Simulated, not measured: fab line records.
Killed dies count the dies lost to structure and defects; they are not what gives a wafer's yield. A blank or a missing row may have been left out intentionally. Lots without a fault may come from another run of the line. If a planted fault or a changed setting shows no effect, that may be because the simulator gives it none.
Which of the tools did it? + flow sky130 + Sampling: 12 lots, 36 wafers, 5 of 708 route steps

WHAT THE GAUGES READ, wafer by wafer
SKY_FIELD_ISO_CD_MEAS_13: the cd target is 150 nm. Usual: cd-nm at 150.3 nm, with a standard deviation of 1.5.
| lot  | measured    | on        | cd-nm (nm)        | flag |
|------|-------------|-----------|-------------------|------|
| L184 | day 2 13:38 | cd-sem-01 | 151.3 152.9 152.9 |      |
| L185 | day 2 21:12 | cd-sem-02 | 151.7 150.8 151.6 |      |
| L186 | day 3 03:58 | cd-sem-01 | 150.1 149.7 149.7 |      |
| L187 | day 3 11:38 | cd-sem-02 | 151.1 149.7 149.3 |      |
| L188 | day 3 13:50 | cd-sem-02 | 150.1 149.7 149.6 |      |
| L190 | day 3 21:52 | cd-sem-01 | 149.2 150.3 148.2 |      |
| L191 | day 4 03:05 | cd-sem-02 | 150.8 152.0 151.3 |      |
| L192 | day 4 07:50 | cd-sem-01 | 148.3 147.3 148.7 |      |
| L201 | day 6 07:47 | cd-sem-02 | 146.7 147.2 147.5 |      |
| L202 | day 6 13:13 | cd-sem-02 | 150.5 150.8 150.3 |      |
| L203 | day 6 17:20 | cd-sem-02 | 151.3 151.4 150.5 |      |
| L205 | day 7 07:07 | cd-sem-02 | 149.1 150.3 148.2 |      |

SKY_PWDE_TW_MEAS_10. Usual: PWDE_TW gives 368 (standard deviation 3.2).
| lot  | measured    | on            | PWDE_TW     | flag |
|------|-------------|---------------|-------------|------|
| L184 | day 4 05:45 | film-metro-04 | 369 369 369 |      |
| L185 | day 4 11:43 | film-metro-03 | 364 362 362 |      |
| L186 | day 4 17:56 | film-metro-03 | 365 364 364 |      |
| L187 | day 5 02:15 | film-metro-04 | 371 370 371 |      |
| L188 | day 5 06:12 | film-metro-02 | 366 366 366 |      |
| L190 | day 5 16:30 | film-metro-03 | 362 363 362 |      |
| L191 | day 5 18:58 | film-metro-03 | 363 363 363 |      |
| L192 | day 6 05:21 | film-metro-02 | 368 367 368 |      |
| L201 | day 8 05:45 | film-metro-04 | 370 370 368 |      |
| L202 | day 8 11:18 | film-metro-02 | 369 368 368 |      |
| L203 | day 8 16:12 | film-metro-04 | 370 371 371 |      |
| L205 | day 9 09:45 | film-metro-02 | 367 366 366 |      |

SKY_VT_ADJUST_LVTN_TW_MEAS_10. Usual: VT_ADJUST_LVTN_TW gives 239.4 (standard deviation 1.4).
| lot  | measured     | on            | VT_ADJUST_LVTN_TW | flag |
|------|--------------|---------------|-------------------|------|
| L184 | day 7 08:28  | film-metro-01 | 240.4 240.5 241.5 |      |
| L185 | day 7 17:16  | film-metro-02 | 239.9 238.5 241.0 |      |
| L186 | day 7 21:29  | film-metro-01 | 239.1 239.8 240.0 |      |
| L187 | day 8 07:36  | film-metro-01 | 240.5 240.7 240.3 |      |
| L188 | day 8 12:40  | film-metro-02 | 239.5 239.4 239.7 |      |
| L190 | day 9 00:59  | film-metro-04 | 240.6 241.4 240.2 |      |
| L191 | day 9 03:12  | film-metro-04 | 240.6 240.3 240.0 |      |
| L192 | day 9 15:14  | film-metro-02 | 241.7 238.6 239.8 |      |
| L201 | day 12 01:58 | film-metro-01 | 266.6 267.8 267.8 | OFF  |
| L202 | day 12 06:11 | film-metro-01 | 266.3 266.0 268.5 | OFF  |
| L203 | day 12 12:51 | film-metro-02 | 238.0 237.3 237.9 |      |
| L205 | day 13 08:05 | film-metro-02 | 237.9 238.1 238.4 |      |

EACH LOT AND THE TOOL THAT RAN IT (in order: tool; ch and the chambers of the sampled wafers; start)
| lot  | SKY_PWDE_STRIP_09                   | SKY_VT_ADJUST_LVTN_IMPLANT_08   |
|------|-------------------------------------|---------------------------------|
| L184 | plasma-asher-02 ch 0,1, day 4 05:39 | implanter-02 ch 0, day 7 08:13  |
| L185 | plasma-asher-04 ch 0,1, day 4 11:38 | implanter-01 ch 0, day 7 17:02  |
| L186 | plasma-asher-03 ch 0,1, day 4 17:50 | implanter-01 ch 0, day 7 21:14  |
| L187 | plasma-asher-02 ch 0, day 5 02:09   | implanter-04 ch 0, day 8 07:21  |
| L188 | plasma-asher-02 ch 0,1, day 5 06:05 | implanter-02 ch 0, day 8 12:26  |
| L190 | plasma-asher-02 ch 0, day 5 16:24   | implanter-02 ch 0, day 9 00:44  |
| L191 | plasma-asher-03 ch 0,1, day 5 18:51 | implanter-02 ch 0, day 9 02:58  |
| L192 | plasma-asher-02 ch 0,1, day 6 05:15 | implanter-01 ch 0, day 9 14:59  |
| L201 | plasma-asher-03 ch 0,1, day 8 05:39 | implanter-02 ch 0, day 12 01:43 |
| L202 | plasma-asher-03 ch 0,1, day 8 11:12 | implanter-02 ch 0, day 12 05:56 |
| L203 | plasma-asher-02 ch 0,1, day 8 16:05 | implanter-04 ch 0, day 12 12:37 |
| L205 | plasma-asher-03 ch 0,1, day 9 09:39 | implanter-04 ch 0, day 13 07:50 |
- SKY_PWDE_STRIP_09: strips in O2/N2.
- SKY_VT_ADJUST_LVTN_IMPLANT_08

AS READ BY THE TOOLS THEMSELVES (means over the sampled wafers that have a number; for cases with no such wafer, the mark the record gives instead)
SKY_PWDE_STRIP_09. Usual: drypump-motor-current-A 5.8 A, standard deviation 0.62; oes-product-au 0.723 a.u., standard deviation 0.0047; strip-time-to-endpoint-s 36.91 s, standard deviation 0.1.
| lot  | tool            | drypump-motor-current-A (A) | oes-product-au (a.u.) | strip-time-to-endpoint-s (s) | flag |
|------|-----------------|-----------------------------|-----------------------|------------------------------|------|
| L184 | plasma-asher-02 | 5.9                         | 0.730                 | 36.85                        |      |
| L185 | plasma-asher-04 | 6.5                         | 0.721                 | 36.87                        |      |
| L186 | plasma-asher-03 | 5.4                         | 0.722                 | 36.97                        |      |
| L187 | plasma-asher-02 | 5.5                         | 0.723                 | 36.73                        |      |
| L188 | plasma-asher-02 | 6.3                         | 0.719                 | 36.95                        |      |
| L190 | plasma-asher-02 | 5.5                         | 0.723                 | 36.83                        |      |
| L191 | plasma-asher-03 | 5.4                         | 0.727                 | 36.95                        |      |
| L192 | plasma-asher-02 | 5.9                         | 0.718                 | 36.82                        |      |
| L201 | plasma-asher-03 | 5.3                         | 0.722                 | 36.88                        |      |
| L202 | plasma-asher-03 | 5.2                         | 0.717                 | 37.06                        |      |
| L203 | plasma-asher-02 | 6.3                         | 0.723                 | 37.01                        |      |
| L205 | plasma-asher-03 | 5.3                         | 0.724                 | 36.89                        |      |

SKY_VT_ADJUST_LVTN_IMPLANT_08. Usual: dose-ions-cm2 1.5699e+12, standard deviation 1.6e+09; faraday-current-uA 8.84, standard deviation 0.2.
| lot  | tool         | dose-ions-cm2 | faraday-current-uA | flag |
|------|--------------|---------------|--------------------|------|
| L184 | implanter-02 | 1.5690e+12    | 9.00               |      |
| L185 | implanter-01 | 1.5710e+12    | 8.72               |      |
| L186 | implanter-01 | 1.5691e+12    | 8.65               |      |
| L187 | implanter-04 | 1.5677e+12    | 8.70               |      |
| L188 | implanter-02 | 1.5690e+12    | 8.79               |      |
| L190 | implanter-02 | 1.5697e+12    | 8.76               |      |
| L191 | implanter-02 | 1.5709e+12    | 8.92               |      |
| L192 | implanter-01 | 1.5688e+12    | 8.97               |      |
| L201 | implanter-02 | 2.2710e+12    | 12.86              | OFF  |
| L202 | implanter-02 | 2.2730e+12    | 12.59              | OFF  |
| L203 | implanter-04 | 1.5703e+12    | 8.66               |      |
| L205 | implanter-04 | 1.5697e+12    | 8.83               |      |

THE ANSWER, worked out from the rows above alone
Rule: lot off if the mean of its wafers having a number is beyond 3 standard deviations from the usual mean. Also off: a lot with no number at a reading for which 4 or more lots have one. The other lots that the step has rows for count as sound. First the gauges in route order, then the tools' own readings, where a lot's mean is used as printed above. At the first step where some lot is off, the reading lying furthest off is the one used; lots without a number count as furthest.
Off: L201, L202, seen at SKY_VT_ADJUST_LVTN_TW_MEAS_10 (VT_ADJUST_LVTN_TW).
A tool fits if, at a process step before that reading, it ran every lot that is off, and no sound lot after the first of them. The gauges at SKY_VT_ADJUST_LVTN_TW_MEAS_10 aren't tried: what is off there is off at SKY_VT_ADJUST_LVTN_IMPLANT_08 too, on other tools, and a gauge's error can't cause that. One fits: SKY_VT_ADJUST_LVTN_IMPLANT_08 on implanter-02. Its last sound lot is L191 (day 9 02:58), its first lot that is off L201 (day 12 01:43): a fault that began between those two fits.
The tool's own readings at SKY_VT_ADJUST_LVTN_IMPLANT_08 bear it out: on the lots that are off they differ by more than 5 times the standard deviation of the sound lots' means. dose-ions-cm2 reads 2.2720e+12 there against 1.5695e+12 on the sound lots; faraday-current-uA reads 12.72 there against 8.80 on the sound lots.

WHAT WAS PUT IN BY THE SIMULATOR
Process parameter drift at SKY_VT_ADJUST_LVTN_IMPLANT_08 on implanter-02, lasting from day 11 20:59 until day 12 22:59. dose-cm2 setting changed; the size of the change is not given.
Struck lots among those shown: L201, L202. This agrees with what the rule above found.
